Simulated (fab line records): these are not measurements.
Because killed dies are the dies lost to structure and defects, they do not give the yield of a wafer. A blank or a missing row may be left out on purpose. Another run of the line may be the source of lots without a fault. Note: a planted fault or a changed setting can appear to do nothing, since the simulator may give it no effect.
8D (eight disciplines) problem report, filled in by code -- flow gf180mcu -- the parts of the form that need people (team, actions taken, sign-off) are left out

1. THE ISSUE
run_length_s at GF_HV_LDD_ETCHBACK_58 reads a mean of 118.8 s on 2 wafers of 2 lots; wafers without a fault read 128.2 s with a standard deviation of 0.47. Measured from the usual mean, that is -20 standard deviations.
The step: etches Si3N4 in CH3F/O2, stops on SiO2, time 100 s, target depth 90 nm.
Seen first at day 15 21:38 on rie_diel-02, wafer L142.1. Wafers with a number at this step in the record: 39, from 13 lots. Rule for "out" (also "out of limits"): further than 4 standard deviations from the usual mean. The rest of the wafers with a number are treated as sound.

2. WHAT IT IS; WHAT IT IS NOT
question,is,is not
which readings at this step,"run_length_s, oes_product_au",drypump_motor_current_A
which lots,"L142, L146","L132, L133, L135, L136, L138, L140, L143, L151, L152, L154, L155"
which wafers of those lots,"L142.1, L146.3","L142.4, L142.5, L146.2, L146.4"
read on which tools,rie_diel-02,"rie_diel-01, rie_diel-03"
when,from day 15 21:38,"up to then (20 sound wafers); but 17 sound wafers of L143, L146, L151, L152, L154, L155 came after"

3. SUSPECTS, AND WHAT RULES EACH OUT
Counting: if a tool at a process step up to the reading ran every lot that is out, it stays a suspect. Sound lots after the first of them don't rule it out here, since some wafers of a struck lot are sound.
- plasma_asher-03 at GF_HV_LDD_STRIP_10 (strips in O2/N2): kept. Ran every lot that is out, first one L142 (day 13 02:57); last sound lot up to then L135 (day 11 04:37).
- rie_diel-02 at GF_HV_LDD_ETCHBACK_58 (etches Si3N4 in CH3F/O2, stops on SiO2, time 100 s, target depth 90 nm): kept. Ran every lot that is out, first one L142 (day 15 21:38); last sound lot up to then L138 (day 14 08:34). On those wafers its own readings are out: oes_product_au, run_length_s.
Remaining after the count are plasma_asher-03 at GF_HV_LDD_STRIP_10 and rie_diel-02 at GF_HV_LDD_ETCHBACK_58.

4. THE CAUSE (what the simulator had put in)
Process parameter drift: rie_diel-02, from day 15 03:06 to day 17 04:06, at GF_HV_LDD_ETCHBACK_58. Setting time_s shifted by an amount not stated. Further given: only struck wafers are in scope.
2 suspects survive the count, and this tool is in that group.

5. THE CHAIN OF EFFECTS, in route order
Each row: a reading whose mean over the struck wafers that have a number lies more than 3 standard deviations from the usual. Scope: only readings with a usual standard deviation given in the record; hours: median across lots of the time from each lot's start at the first step in this table that gives one to its start at this step; sigmas: change in usual standard deviations.
hours,step,reading,usual,on struck wafers,change,sigmas
0,GF_HV_LDD_ETCHBACK_58,oes_product_au,0.842 a.u.,0.929,+0.088,+13
0,GF_HV_LDD_ETCHBACK_58,run_length_s,128.2 s,118.8,-9.3,-20
Its process steps:
- GF_HV_LDD_ETCHBACK_58: etches Si3N4 in CH3F/O2, stops on SiO2, time 100 s, target depth 90 nm.
Later measuring or inspecting steps at which every struck wafer that the step has a row for has a number for every such reading, and none has moved that far: GF_NSD_CD_MEAS_07.

6. WHAT WOULD HAVE CAUGHT IT SOONER
19 hours passed between the start of the fault at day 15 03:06 and the first reading out of limits in this record, taken at day 15 21:38.
